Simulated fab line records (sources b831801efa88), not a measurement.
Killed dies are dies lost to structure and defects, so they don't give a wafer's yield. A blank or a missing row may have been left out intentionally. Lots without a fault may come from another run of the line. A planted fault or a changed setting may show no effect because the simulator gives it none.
2 desks, one fault ; flow sky130 ; each desk has only its own numbers; what lay behind them comes last

== AT THE METROLOGY DESK ==
Means of the sampled wafers that have a number, per lot and without regard to the tool the lot ran on: this is what the gauges read. The brackets show how far a lot's mean lies from the usual mean; more than 4 standard deviations puts the lot out of limits, marked OUT.
Columns: A = LDD_HVP_TW at SKY_LDD_HVP_TW_MEAS_10, usual 454; B = CONTACT_OVL at SKY_CONTACT_OVL_MEAS_15, usual -1 nm
lot;first seen here;A;B
L793;day 21 12:34;452;-5
L797;day 23 11:26;458;8
L799;day 24 05:56;449;-12
L800;day 24 17:39;449;-9
L805;day 26 06:25;457;2
L808;day 27 10:58;453;-4
L810;day 27 22:48;446;4
L811;day 28 09:34;472 (+4.4) OUT;-2
L812;day 28 11:43;478 (+6.0) OUT;-1
L813;day 28 16:53;472 (+4.4) OUT;4
L816;day 30 06:27;454;3
Per this desk, out of limits: L811, L812, L813; the first was L811, day 28 09:34 (LDD_HVP_TW at SKY_LDD_HVP_TW_MEAS_10). Within limits: L793, L797, L799, L800, L805, L808, L810, L816.

== AT THE TOOL OWNER'S DESK: implanter-02 ==
The tool's own readings at SKY_LDD_HVP_IMPLANT_08: means of the sampled wafers that have a number, for each lot that ran on this tool. The brackets show how far a lot's mean lies from the usual mean; more than 4 standard deviations puts the lot out of limits, marked OUT.
Columns: A = beam_energy_keV at SKY_LDD_HVP_IMPLANT_08, usual 20.000; B = dose_ions_cm2 at SKY_LDD_HVP_IMPLANT_08, usual 1.6994e+13; C = end_station_pressure_torr at SKY_LDD_HVP_IMPLANT_08, usual 5.06e-06 Torr; D = faraday_current_uA at SKY_LDD_HVP_IMPLANT_08, usual 95.8
lot;first seen here;A;B;C;D
L797;day 23 11:11;20.002;1.6986e+13;5.08e-06;95.8
L800;day 24 17:25;19.993;1.7006e+13;5.11e-06;93.6
L808;day 27 10:45;20.005;1.6993e+13;4.96e-06;94.3
L811;day 28 09:19;25.099 (+99 or more) OUT;1.6991e+13;5.15e-06;95.5
L812;day 28 11:28;25.097 (+99 or more) OUT;1.6981e+13;4.87e-06;94.8
L813;day 28 16:38;25.100 (+99 or more) OUT;1.7006e+13;4.87e-06;96.6
This desk finds L811, L812, L813 out of limits, L811 being first, at day 28 09:19 (beam_energy_keV at SKY_LDD_HVP_IMPLANT_08). Within limits: L797, L800, L808.

== PUT TOGETHER ==
The tool owner's desk had the chance to raise an alarm at day 28 09:19 on L811, L812, L813.
At day 28 09:34 the metrology desk could have sounded an alarm, on L811, L812, L813.
Every lot named ran SKY_LDD_HVP_IMPLANT_08 on implanter-02.

== WHAT WAS PUT IN BY THE SIMULATOR ==
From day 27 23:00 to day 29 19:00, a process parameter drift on implanter-02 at SKY_LDD_HVP_IMPLANT_08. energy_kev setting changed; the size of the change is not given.
Lots struck among those shown: L811, L812, L813.
Time in hours from fault onset to the first out-of-limits reading at each desk: tool owner's desk 10, metrology desk 11.
